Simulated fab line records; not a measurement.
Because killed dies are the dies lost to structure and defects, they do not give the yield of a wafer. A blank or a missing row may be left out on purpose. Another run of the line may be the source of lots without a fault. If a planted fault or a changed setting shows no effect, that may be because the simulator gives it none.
One fault seen from 2 desks -- flow gf180mcu -- what lay behind the numbers comes last; until then each desk has only its own

== FROM THE METROLOGY DESK ==
What the gauges read, lot by lot, whatever tool the lot ran on: means of the sampled wafers that have a number. A lot is out of limits, marked OUT, if its mean lies more than 4 standard deviations from the usual mean; the brackets give that distance.
Columns: A = M2_ALCU_RS at GF_M2_RS_MEAS_05, usual 0.0699 ohm/sq; B = M2_OVL at GF_M2_OVL_MEAS_15, usual 0 nm; C = V2_CVD_02_THK at GF_V2_THK_MEAS_03, usual 848 nm
lot,first seen here,A,B,C
L961,day 19 16:59,0.0694,2,834
L964,day 21 03:19,0.0692,1,851
L965,day 21 03:38,0.0700,2,845
L966,day 21 17:30,0.0694,1,841
L967,day 21 23:05,0.0699,-4,849
L968,day 22 07:29,0.0706,-1,850
L969,day 22 16:23,0.0703,-1,842
L970,day 23 04:10,0.0703,-2,843
L971,day 23 06:18,0.0696,4,858
L974,day 24 08:35,0.0692,-1,846
L979,day 25 21:32,0.0699,0,847
This desk's verdict: no lot among the 11 shows anything out of limits.

== FOR THE TOOL OWNER'S DESK: rie metal-03 ==
The tool's own readings at GF_M3_METAL_ETCH_16 (etches the open film in Cl2/BCl3, stops on SiO2, target depth 627.5 nm, time 104.6 s): means of the sampled wafers that have a number, for each lot that ran on this tool. A lot is out of limits, marked OUT, if its mean lies more than 4 standard deviations from the usual mean; the brackets give that distance.
Columns: A = bias w at GF_M3_METAL_ETCH_16, usual 140.0 W; B = drypump motor current A at GF_M3_METAL_ETCH_16, usual 5.6 A; C = oes product au at GF_M3_METAL_ETCH_16, usual 0.972 a.u.; D = rf fwd power W at GF_M3_METAL_ETCH_16, usual 795.9 W; E = throttle valve pct at GF_M3_METAL_ETCH_16, usual 28.249 %
lot,first seen here,A,B,C,D,E
L961,day 22 20:46,140.1,5.1,0.977,795.6,28.249
L966,day 24 17:58,139.9,5.4,0.970,796.6,28.253
L968,day 25 06:35,139.5,5.1,0.981,797.1,28.233
L971,day 26 03:31,140.1,5.4,0.974,794.4,28.247
L974,day 27 03:47,177.6 (+85) OUT,5.8,0.973,793.3,28.233
L979,day 28 13:56,178.2 (+87) OUT,5.5,0.972,795.1,28.242
This desk's verdict: out of limits on L974, L979, starting with L974 at day 27 03:47 (bias w at GF_M3_METAL_ETCH_16). L961, L966, L968, L971: within limits.

== PUT TOGETHER ==
An alarm could have come from the tool owner's desk at day 27 03:47, on L974, L979.
The metrology desk saw nothing out of limits.
The metrology desk holds a record of L974, L979, inside its limits.
GF_M3_METAL_ETCH_16 was run on rie metal-03 by each of the lots named.

== WHAT THE SIMULATOR PUT IN ==
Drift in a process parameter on rie metal-03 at GF_M3_METAL_ETCH_16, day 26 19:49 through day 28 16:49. Setting bias w, moved by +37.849, from 140. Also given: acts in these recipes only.
Lots struck among those shown: L974, L979.
How many hours passed from the start of the fault until each desk's first out-of-limits reading: the tool owner's desk, 8.
